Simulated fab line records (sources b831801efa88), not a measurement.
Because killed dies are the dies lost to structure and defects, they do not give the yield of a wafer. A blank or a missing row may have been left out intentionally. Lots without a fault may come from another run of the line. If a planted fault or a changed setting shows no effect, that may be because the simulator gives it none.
Which of the tools did it? :: flow sky130 :: 33 wafers from 11 lots sampled at 3 of the route's 708 steps

WHAT THE GAUGES SHOWED, per wafer
SKY_PASSIVATION_THK_MEAS_03. Usual: PASSIVATION_CVD_02_THK gives 540 nm (standard deviation 7.3).
lot: L851
measured: day 43 13:20
on: film metro-02
PASSIVATION_CVD_02_THK (nm): 534 545 539
flag: 

lot: L852
measured: day 43 15:05
on: film metro-01
PASSIVATION_CVD_02_THK (nm): 526 538 533
flag: 

lot: L862
measured: day 47 04:10
on: film metro-03
PASSIVATION_CVD_02_THK (nm): 889 902 894
flag: OFF

lot: L861
measured: day 47 05:37
on: film metro-02
PASSIVATION_CVD_02_THK (nm): 890 909 907
flag: OFF

lot: L863
measured: day 47 11:04
on: film metro-03
PASSIVATION_CVD_02_THK (nm): 544 539 548
flag: 

lot: L867
measured: day 48 01:05
on: film metro-02
PASSIVATION_CVD_02_THK (nm): 530 541 542
flag: 

lot: L870
measured: day 48 12:23
on: film metro-02
PASSIVATION_CVD_02_THK (nm): 532 543 534
flag: 

lot: L869
measured: day 48 13:30
on: film metro-03
PASSIVATION_CVD_02_THK (nm): 527 520 542
flag: 

lot: L872
measured: day 49 00:07
on: film metro-01
PASSIVATION_CVD_02_THK (nm): 537 533 547
flag: 

lot: L873
measured: day 49 02:56
on: film metro-01
PASSIVATION_CVD_02_THK (nm): 534 535 533
flag: 

lot: L874
measured: day 49 08:16
on: film metro-02
PASSIVATION_CVD_02_THK (nm): 542 537 542
flag: 

WHICH TOOL RAN EACH LOT (tool, then ch and the chambers of the sampled wafers, then the start)
lot: L851
SKY_VIA4_SPUTTER_17: pvd sputter-03, day 42 11:58
SKY_PASSIVATION_CVD_02: pecvd-04 ch 0,2, day 43 13:00

lot: L852
SKY_VIA4_SPUTTER_17: pvd sputter-04, day 42 14:19
SKY_PASSIVATION_CVD_02: pecvd-04 ch 0,2, day 43 14:45

lot: L862
SKY_VIA4_SPUTTER_17: pvd sputter-04, day 46 05:14
SKY_PASSIVATION_CVD_02: pecvd-03 ch 0,1,2, day 47 03:56

lot: L861
SKY_VIA4_SPUTTER_17: pvd sputter-02, day 46 07:19
SKY_PASSIVATION_CVD_02: pecvd-03 ch 1,2, day 47 05:23

lot: L863
SKY_VIA4_SPUTTER_17: pvd sputter-04, day 46 14:46
SKY_PASSIVATION_CVD_02: pecvd-02 ch 0,1, day 47 10:43

lot: L867
SKY_VIA4_SPUTTER_17: pvd sputter-04, day 47 04:16
SKY_PASSIVATION_CVD_02: pecvd-02 ch 0,1,2, day 48 00:51

lot: L870
SKY_VIA4_SPUTTER_17: pvd sputter-03, day 47 12:25
SKY_PASSIVATION_CVD_02: pecvd-04 ch 0,2, day 48 12:08

lot: L869
SKY_VIA4_SPUTTER_17: pvd sputter-02, day 47 16:36
SKY_PASSIVATION_CVD_02: pecvd-04 ch 0,1, day 48 13:16

lot: L872
SKY_VIA4_SPUTTER_17: pvd sputter-04, day 48 03:46
SKY_PASSIVATION_CVD_02: pecvd-02 ch 1,2, day 48 23:53

lot: L873
SKY_VIA4_SPUTTER_17: pvd sputter-03, day 48 06:22
SKY_PASSIVATION_CVD_02: pecvd-04 ch 0,1,2, day 49 02:42

lot: L874
SKY_VIA4_SPUTTER_17: pvd sputter-03, day 48 11:55
SKY_PASSIVATION_CVD_02: pecvd-02 ch 0,1,2, day 49 08:02
- SKY_VIA4_SPUTTER_17: material TiN, target thk 20 nm, time 80 s.
- SKY_PASSIVATION_CVD_02: deposits Si3N4, target thk 540 nm.

AS READ BY THE TOOLS THEMSELVES (means over the sampled wafers that have a number; for cases with no such wafer, the mark the record gives instead)
SKY_VIA4_SPUTTER_17. Usual: throttle valve pct reads 29.4 % (standard deviation 0.94).
lot: L851
tool: pvd sputter-03
throttle valve pct (%): 28.8
flag: 

lot: L852
tool: pvd sputter-04
throttle valve pct (%): 28.5
flag: 

lot: L862
tool: pvd sputter-04
throttle valve pct (%): 29.3
flag: 

lot: L861
tool: pvd sputter-02
throttle valve pct (%): 30.1
flag: 

lot: L863
tool: pvd sputter-04
throttle valve pct (%): 29.2
flag: 

lot: L867
tool: pvd sputter-04
throttle valve pct (%): 29.9
flag: 

lot: L870
tool: pvd sputter-03
throttle valve pct (%): 29.4
flag: 

lot: L869
tool: pvd sputter-02
throttle valve pct (%): 30.2
flag: 

lot: L872
tool: pvd sputter-04
throttle valve pct (%): 29.1
flag: 

lot: L873
tool: pvd sputter-03
throttle valve pct (%): 28.9
flag: 

lot: L874
tool: pvd sputter-03
throttle valve pct (%): 28.7
flag: 

SKY_PASSIVATION_CVD_02. Usual: heater power w reads 754 W (standard deviation 89).
lot: L851
tool: pecvd-04
heater power w (W): 769
flag: 

lot: L852
tool: pecvd-04
heater power w (W): 830
flag: 

lot: L862
tool: pecvd-03
heater power w (W): 717
flag: 

lot: L861
tool: pecvd-03
heater power w (W): 698
flag: 

lot: L863
tool: pecvd-02
heater power w (W): 708
flag: 

lot: L867
tool: pecvd-02
heater power w (W): 754
flag: 

lot: L870
tool: pecvd-04
heater power w (W): 786
flag: 

lot: L869
tool: pecvd-04
heater power w (W): 761
flag: 

lot: L872
tool: pecvd-02
heater power w (W): 707
flag: 

lot: L873
tool: pecvd-04
heater power w (W): 743
flag: 

lot: L874
tool: pecvd-02
heater power w (W): 743
flag: 

THE ANSWER, worked out from the rows above alone
Rule: a lot counts as off when the mean over its wafers that have a number is more than 3 standard deviations away from the usual mean. Also off: a lot with no number at a reading for which 4 or more lots have one. All remaining lots with rows at the step are treated as sound. After the gauges, taken in route order, come the tools' own readings; for these a lot's mean is taken, as printed above. The first step at which some lot is off is used, and at that step the reading that is off furthest; a lot without a number counts as furthest.
Off: L862, L861, at SKY_PASSIVATION_THK_MEAS_03 (PASSIVATION_CVD_02_THK).
A tool fits if, at a process step before that reading, it ran every lot that is off, and no sound lot after the first of them. Gauges at SKY_PASSIVATION_THK_MEAS_03: tried the same way as those tools. One candidate fits, namely pecvd-03 at SKY_PASSIVATION_CVD_02. It ran no sound lot before its first lot that is off in this sample, so the start can't be narrowed down.

WHAT THE SIMULATOR HAD INSERTED
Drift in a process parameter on pecvd-03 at SKY_PASSIVATION_CVD_02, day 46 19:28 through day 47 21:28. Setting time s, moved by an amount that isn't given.
Lots struck among those shown: L862, L861. Same finding as the rule above.
